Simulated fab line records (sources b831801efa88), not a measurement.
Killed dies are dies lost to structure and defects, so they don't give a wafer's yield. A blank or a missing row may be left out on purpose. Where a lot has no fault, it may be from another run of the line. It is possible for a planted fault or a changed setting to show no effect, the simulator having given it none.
Split-lot study | flow sky130 | 23 wafers read across 5 lots, on a route 708 steps long

## THE SPLIT ITSELF
At SKY_CONTACT_DEVELOP_13 (develop time 60 s), the setting devTempC was moved away from the recipe's 21 C on 11 of the 23 wafers read, by -17.0% to +8.2%. All remaining wafers had this setting at the recipe value.

## BETWEEN THE SPLIT AND THE READING: the file shows 1 step in between
- SKY_CONTACT_ETCH_16: etches BARC in N2/H2, stops on SiO2, time 45.9 s, target depth 60 nm

## THE READING
CONTACT.cdNm (the simulator's own value, which no gauge read), in nm, at SKY_CONTACT_ETCH_17 (etches SiO2 in C4F8/O2/Ar, stops on Si3N4, target depth 340 nm). The file gives no usual value for it. Across the 12 wafers here that went through the recipe, the average is 170.9 nm and the standard deviation 1.2 nm.

wafer  | tool, chamber at the split | devTempC as run, C | against the recipe | CONTACT.cdNm, nm | against lot-mates on the recipe
L074.1 | lithoTrack-04, 0           | 21                 | recipe             | 171.1            | -
L074.4 | lithoTrack-04, 0           | 21                 | recipe             | 171.5            | -
L074.6 | lithoTrack-04, 0           | 21                 | recipe             | 169.7            | -
L077.1 | lithoTrack-02, 0           | 18.79              | -10.5%             | 167.2            | -2.0
L077.2 | lithoTrack-02, 0           | 21                 | recipe             | 168.7            | -
L077.3 | lithoTrack-02, 0           | 18.79              | -10.5%             | 166.8            | -2.4
L077.4 | lithoTrack-02, 0           | 18.79              | -10.5%             | 168.7            | -0.5
L077.5 | lithoTrack-02, 0           | 21                 | recipe             | 169.7            | -
L081.1 | lithoTrack-04, 0           | 21                 | recipe             | 170.8            | -
L081.2 | lithoTrack-04, 0           | 21                 | recipe             | 171.8            | -
L081.4 | lithoTrack-04, 0           | 21                 | recipe             | 171.7            | -
L081.5 | lithoTrack-04, 0           | 18.2               | -13.3%             | 168.8            | -2.6
L081.6 | lithoTrack-04, 0           | 18.2               | -13.3%             | 169.9            | -1.5
L082.1 | lithoTrack-03, 0           | 17.44              | -17.0%             | 167.1            | -3.3
L082.2 | lithoTrack-03, 0           | 21                 | recipe             | 170.9            | -
L082.3 | lithoTrack-03, 0           | 17.44              | -17.0%             | 166.3            | -4.1
L082.4 | lithoTrack-03, 0           | 17.44              | -17.0%             | 165.4            | -5.0
L082.6 | lithoTrack-03, 0           | 21                 | recipe             | 169.9            | -
L084.1 | lithoTrack-02, 0           | 22.72              | +8.2%              | 176.1            | +3.5
L084.3 | lithoTrack-02, 0           | 21                 | recipe             | 173.2            | -
L084.4 | lithoTrack-02, 0           | 21                 | recipe             | 172              | -
L084.5 | lithoTrack-02, 0           | 22.72              | +8.2%              | 174.5            | +1.9
L084.6 | lithoTrack-02, 0           | 22.72              | +8.2%              | 174.8            | +2.2

THE FIT
A straight line over all 23 wafers: CONTACT.cdNm changes by +0.302 nm for each +1% of devTempC; r = +0.88; the points scatter about the line by 1.4 nm.
The same after taking each lot's own level away (the mean of its wafers on the recipe; 23 wafers): +0.228 nm for each +1%; r = +0.92; scatter 0.8 nm.
The reading moves by 3.9 nm for the largest change in devTempC, on that fit.
Measured against the standard deviation above, the lots' own levels, which go from 169.20 to 172.60 nm, span 2.9 times it.
Thus the slope moves with the lot-to-lot level: the two fits are different.
Check: with one of the wafers moved furthest among these (-17.0%) left out of the fit, the line predicts -3.7 nm for it against its lot-mates. Against them it came out at -3.3 nm.

## OTHER SPLITS ON THESE WAFERS
These wafers also went through other splits before the reading. Each is held against what the fit with the lots' levels taken away leaves over:
other split on the same wafers        | wafers away from the commonest value | r with CONTACT.cdNm (lot level and that fit taken away)
SKY_LI_CONTACT_HDPCVD_00 timeS        | 9                                    | +0.18
SKY_LI_CONTACT_CMP_02 leaveAboveRefNm | 8                                    | -0.22
SKY_LI_CONTACT_ETCH_14 sourceW        | 8                                    | +0.00
SKY_LI_CONTACT_SPUTTER_20 powerW      | 10                                   | -0.27
SKY_CONTACT_HDPCVD_02 timeS           | 5                                    | -0.39

## FILE'S OWN FIT
CONTACT.cdNm changes by +0.212 nm for each +1% of devTempC, r = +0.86.
